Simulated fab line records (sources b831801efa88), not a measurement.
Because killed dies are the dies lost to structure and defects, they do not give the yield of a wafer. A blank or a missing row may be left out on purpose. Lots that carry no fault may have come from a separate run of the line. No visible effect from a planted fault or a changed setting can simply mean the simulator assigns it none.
Check of tool commonality	flow sky130	Sample size 11 lots and 33 wafers

REASON FOR OPENING
Of 11 lots, 3 have the reading SPACER_CVD_00_THK flagged at SKY_SPACER_THK_MEAS_01. No-fault wafers: 43.2 nm, standard deviation 0.44.
Rule: a lot is flagged in two cases, either no wafer of it has a number, or all its wafers with numbers fall more than 4 standard deviations from that mean. The other lots count as sound.

lot	measured	on	SPACER_CVD_00_THK (nm), wafer by wafer	flag
L430	day 23 05:58	film-metro-03	43.0 43.0 43.2	
L432	day 24 01:41	film-metro-03	43.3 43.4 43.4	
L433	day 24 21:08	film-metro-04	43.9 43.8 43.7	
L437	day 25 22:04	film-metro-02	37.8 38.1 38.0	FLAGGED
L438	day 26 13:05	film-metro-04	37.6 37.8 37.7	FLAGGED
L439	day 26 14:19	film-metro-04	38.1 38.2 38.2	FLAGGED
L446	day 29 10:22	film-metro-03	43.1 43.1 43.2	
L449	day 29 20:41	film-metro-02	42.8 42.9 42.8	
L450	day 30 09:53	film-metro-04	43.0 42.8 42.8	
L451	day 30 16:13	film-metro-02	42.5 42.3 42.0	
L452	day 30 16:13	film-metro-03	43.3 43.1 42.9	
Average over the flagged lots: 37.9 nm; offset from the usual -5.3 nm, equal to -12 standard deviations.

TOOL THAT RAN EACH LOT
2 process steps preceding the reading are held in the record, out of 708 steps in the route. Read each cell as the tool, then ch plus the chambers that the sampled wafers visited, then the start.
lot	flag	SKY_POLY_GATE_STRIP_18	SKY_SPACER_CVD_00
L430		plasma-asher-04 ch 0,1, day 16 18:08	lpcvd-02 ch 0, day 23 04:45
L432		plasma-asher-02 ch 0,1, day 17 13:20	lpcvd-02 ch 0, day 24 00:29
L433		plasma-asher-02 ch 0, day 18 02:53	lpcvd-02 ch 1, day 24 19:19
L437	FLAGGED	plasma-asher-03 ch 0,1, day 19 10:05	lpcvd-02 ch 1, day 25 20:52
L438	FLAGGED	plasma-asher-04 ch 0,1, day 20 00:02	lpcvd-02 ch 1, day 26 11:53
L439	FLAGGED	plasma-asher-03 ch 0,1, day 20 01:41	lpcvd-02 ch 1, day 26 13:05
L446		plasma-asher-03 ch 0,1, day 23 01:36	lpcvd-02 ch 0, day 29 09:10
L449		plasma-asher-04 ch 0,1, day 23 15:26	lpcvd-02 ch 0, day 29 19:28
L450		plasma-asher-03 ch 0,1, day 24 05:02	lpcvd-02 ch 1, day 30 08:40
L451		plasma-asher-03 ch 0, day 24 11:12	lpcvd-02 ch 1, day 30 15:00
L452		plasma-asher-03 ch 0,1, day 24 09:57	lpcvd-02 ch 1, day 30 15:00
What the steps here do:
- SKY_POLY_GATE_STRIP_18: strips in O2/N2.
- SKY_SPACER_CVD_00: deposits Si3N4 from DCS/NH3, target thk 43.1 nm, time 740 s.
- SKY_SPACER_THK_MEAS_01

FLAGGED AGAINST TOTAL, ONE TOOL AT A TIME (gauges that did the reading follow at the end)
step	tool	lots run	flagged	share of the flagged lots	sound lots run after its first flagged lot
SKY_POLY_GATE_STRIP_18	plasma-asher-02	2	0	none	-
SKY_POLY_GATE_STRIP_18	plasma-asher-03	6	2	some	4 (L446,L450,L452,L451)
SKY_POLY_GATE_STRIP_18	plasma-asher-04	3	1	some	1 (L449)
SKY_SPACER_CVD_00	lpcvd-02	11	3	all	5 (L446,L449,L450,L451,L452)
SKY_SPACER_THK_MEAS_01	film-metro-02	3	1	some	2 (L449,L451)
SKY_SPACER_THK_MEAS_01	film-metro-03	4	0	none	-
SKY_SPACER_THK_MEAS_01	film-metro-04	4	2	some	1 (L450)

THE TABLE: WHAT IT ALLOWS
Rows of the table that ran each flagged lot: 1, that is lpcvd-02 at SKY_SPACER_CVD_00.
- lpcvd-02 at SKY_SPACER_CVD_00 ran 11 lots, 3 of them flagged. Lots that were sound ran on it after the first flagged one (L446, L449, L450, L451, L452); a persistent fault on the entire tool would not allow that.
None of the table's rows ran every flagged lot and, after the first, no sound lot.

WHAT WAS PUT IN BY THE SIMULATOR
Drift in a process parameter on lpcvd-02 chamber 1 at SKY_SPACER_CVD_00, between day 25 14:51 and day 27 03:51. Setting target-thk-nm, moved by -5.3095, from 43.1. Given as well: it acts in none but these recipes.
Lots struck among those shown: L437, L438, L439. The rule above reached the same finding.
